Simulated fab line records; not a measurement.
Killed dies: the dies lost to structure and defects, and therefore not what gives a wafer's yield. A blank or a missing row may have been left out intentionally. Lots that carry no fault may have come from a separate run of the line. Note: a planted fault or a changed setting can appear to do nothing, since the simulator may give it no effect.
Which tool is to blame? || flow sky130 || 7 lots with 21 wafers sampled at 2 steps, on a route of 708 steps

## WHAT THE GAUGES SHOWED, per wafer
SKY_METAL5_RS_MEAS_05: uses a four-point probe to measure.
{"lot": "L300", "measured": "day 43 00:15", "on": "film metro-01", "METAL5_ALCU_RS (ohm/sq)": "0.02752 0.02788 0.02742"}
{"lot": "L301", "measured": "day 43 12:24", "on": "film metro-03", "METAL5_ALCU_RS (ohm/sq)": "0.02684 0.0273 0.02726"}
{"lot": "L311", "measured": "day 47 22:27", "on": "film metro-01", "METAL5_ALCU_RS (ohm/sq)": "8.7042 8.5938 8.6359"}
{"lot": "L312", "measured": "day 48 00:47", "on": "film metro-04", "METAL5_ALCU_RS (ohm/sq)": "0.02753 0.02722 0.02735"}
{"lot": "L315", "measured": "day 48 02:17", "on": "film metro-01", "METAL5_ALCU_RS (ohm/sq)": "0.02715 0.02686 0.02705"}
{"lot": "L319", "measured": "day 48 03:28", "on": "film metro-03", "METAL5_ALCU_RS (ohm/sq)": "0.02731 0.02711 0.02706"}
{"lot": "L321", "measured": "day 48 07:04", "on": "film metro-04", "METAL5_ALCU_RS (ohm/sq)": "0.02737 0.02724 0.02747"}

## TOOL THAT RAN EACH LOT (tool first, then ch and the chambers of the sampled wafers, then the start)
{"lot": "L300", "SKY_METAL5_SPUTTER_02": "pvd sputter-03, day 43 00:05"}
{"lot": "L301", "SKY_METAL5_SPUTTER_02": "pvd sputter-02, day 43 12:17"}
{"lot": "L311", "SKY_METAL5_SPUTTER_02": "pvd sputter-02, day 47 22:17"}
{"lot": "L312", "SKY_METAL5_SPUTTER_02": "pvd sputter-01, day 48 00:40"}
{"lot": "L315", "SKY_METAL5_SPUTTER_02": "pvd sputter-01, day 48 02:10"}
{"lot": "L319", "SKY_METAL5_SPUTTER_02": "pvd sputter-02, day 48 03:21"}
{"lot": "L321", "SKY_METAL5_SPUTTER_02": "pvd sputter-02, day 48 06:56"}
- SKY_METAL5_SPUTTER_02: material AlCu, target thk 1150 nm, time 61.2 s.

## THE ANSWER, worked out from the rows above alone
Rule: the lots themselves supply what counts as usual. Put in order of their means at a reading, lots are off if they are a third of the lots or fewer, leave a main group of 4 or more, and stand apart from it by a gap of 3 or more times the standard deviation of the main group's means; of several such gaps the widest counts. If all means in a main group match to the digits the tables above print for the reading, that group is not used. Also off: a lot with no number at a reading for which 4 or more lots have one. Where the step has rows for the other lots, those lots are counted as sound.
Off: L311, at SKY_METAL5_RS_MEAS_05 (METAL5_ALCU_RS). The main group has a mean of 0.02727 ohm/sq with a standard deviation of 0.00019.
If a tool, at a process step before that reading, ran all the lots that are off and no sound lot after the first of them, it fits. The gauges at SKY_METAL5_RS_MEAS_05 are tried like those tools. Not one of the candidates tried fits.

## WHAT THE SIMULATOR HAD PUT IN
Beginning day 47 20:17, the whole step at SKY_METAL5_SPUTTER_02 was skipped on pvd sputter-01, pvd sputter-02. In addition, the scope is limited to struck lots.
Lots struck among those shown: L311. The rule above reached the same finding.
